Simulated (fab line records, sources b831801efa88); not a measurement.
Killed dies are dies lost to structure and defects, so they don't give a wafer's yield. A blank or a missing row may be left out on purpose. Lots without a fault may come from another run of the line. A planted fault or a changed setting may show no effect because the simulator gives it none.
Split-lot experiment | flow sky130 | 5 lots, 23 wafers read, on a route of 708 steps

THE SPLIT
At SKY_VT_ADJUST_PCH_STRIP_09 (strips in O2/N2), the setting power_w was moved away from the recipe's 1400 W on 5 of the 23 wafers read, by +9.6% to +10.4%. The other wafers ran this setting at the recipe's value.

The reading is taken at the split's own step.

THE READING
oes_product_au, in a.u., at SKY_VT_ADJUST_PCH_STRIP_09 (strips in O2/N2). Fault-free wafers of this fab line usually give 0.722 a.u., standard deviation 0.0047 a.u..

wafer  | tool, chamber at the split | power_w as run, W | against the recipe | oes_product_au, a.u. | against lot-mates on the recipe
L075.1 | plasma_asher-01, 0         | 1400              | recipe             | 0.720                | -
L075.2 | plasma_asher-01, 1         | 1400              | recipe             | 0.729                | -
L075.5 | plasma_asher-01, 1         | 1400              | recipe             | 0.719                | -
L076.1 | plasma_asher-01, 1         | 1546              | +10.4%             | 0.757                | +0.033
L076.3 | plasma_asher-01, 0         | 1400              | recipe             | 0.723                | -
L076.4 | plasma_asher-01, 1         | 1546              | +10.4%             | 0.760                | +0.036
L076.5 | plasma_asher-01, 0         | 1400              | recipe             | 0.724                | -
L076.6 | plasma_asher-01, 1         | 1400              | recipe             | 0.726                | -
L077.1 | plasma_asher-03, 1         | 1534              | +9.6%              | 0.762                | +0.034
L077.2 | plasma_asher-03, 0         | 1534              | +9.6%              | 0.765                | +0.037
L077.3 | plasma_asher-03, 1         | 1534              | +9.6%              | 0.763                | +0.035
L077.5 | plasma_asher-03, 0         | 1400              | recipe             | 0.732                | -
L077.6 | plasma_asher-03, 1         | 1400              | recipe             | 0.723                | -
L082.1 | plasma_asher-03, 1         | 1400              | recipe             | 0.716                | -
L082.2 | plasma_asher-03, 0         | 1400              | recipe             | 0.719                | -
L082.4 | plasma_asher-03, 1         | 1400              | recipe             | 0.722                | -
L082.5 | plasma_asher-03, 0         | 1400              | recipe             | 0.721                | -
L082.6 | plasma_asher-03, 1         | 1400              | recipe             | 0.728                | -
L083.1 | plasma_asher-01, 1         | 1400              | recipe             | 0.718                | -
L083.3 | plasma_asher-01, 1         | 1400              | recipe             | 0.723                | -
L083.4 | plasma_asher-01, 0         | 1400              | recipe             | 0.726                | -
L083.5 | plasma_asher-01, 0         | 1400              | recipe             | 0.723                | -
L083.6 | plasma_asher-01, 1         | 1400              | recipe             | 0.716                | -

THE FIT
A straight line over all 23 wafers: oes_product_au changes by +0.00388 a.u. for each +1% of power_w; r = +0.97; the points scatter about the line by 0.0045 a.u..
The same after taking each lot's own level away (the mean of its wafers on the recipe; 23 wafers): +0.00353 a.u. for each +1%; r = +0.97; scatter 0.0037 a.u..
On that fit, the largest move of power_w shifts the reading by 0.037 a.u..
The lots' own levels span 0.7212 to 0.7275 a.u., that is 1.3 times the standard deviation above.
So the lot-to-lot level changes the slope little: the two slopes agree.
Check: with one of the wafers moved furthest among these (+10.4%) left out of the fit, the line predicts +0.0381 a.u. for it against its lot-mates. It came out at +0.0327 a.u. against them.
Tool readings at the split's step, against how far the setting was moved: oes_product_au r = +0.97; strip_time_to_endpoint_s r = -1.00.

OTHER SPLITS ON THESE WAFERS
These wafers also went through other splits before the reading. Each is held against what the fit with the lots' levels taken away leaves over:
other split on the same wafers           | wafers away from the commonest value | r with oes_product_au (lot level and that fit taken away)
SKY_FIELD_ISO_COAT_07 spin_rpm           | 9                                    | +0.18
SKY_NWELL_IMPLANT_12 energy_kev          | 8                                    | +0.05
SKY_NWELL_STRIP_14 overash_fraction      | 5                                    | +0.31
SKY_VT_ADJUST_HVTP_IMPLANT_09 dose_cm2   | 6                                    | +0.11
SKY_VT_ADJUST_LVTN_EXPOSE_15 dose_mj     | 8                                    | -0.21
SKY_VT_ADJUST_HVTR_COAT_02 resist_thk_nm | 9                                    | -0.09
SKY_VT_ADJUST_HVTR_IMPLANT_09 energy_kev | 9                                    | -0.24

THE WHOLE CHAIN: every reading that the file lists as answering this split, in the file's order
step                       | what it does    | reading                  | change (the file's fit)                   | r (the file's)
SKY_VT_ADJUST_PCH_STRIP_09 | strips in O2/N2 | oes_product_au           | +0.00345 a.u. for each +1% of the setting | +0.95
SKY_VT_ADJUST_PCH_STRIP_09 | strips in O2/N2 | strip_time_to_endpoint_s | withheld for each +1% of the setting      | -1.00

THE FILE'S OWN FIT
oes_product_au changes by +0.00345 a.u. for each +1% of power_w, r = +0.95.
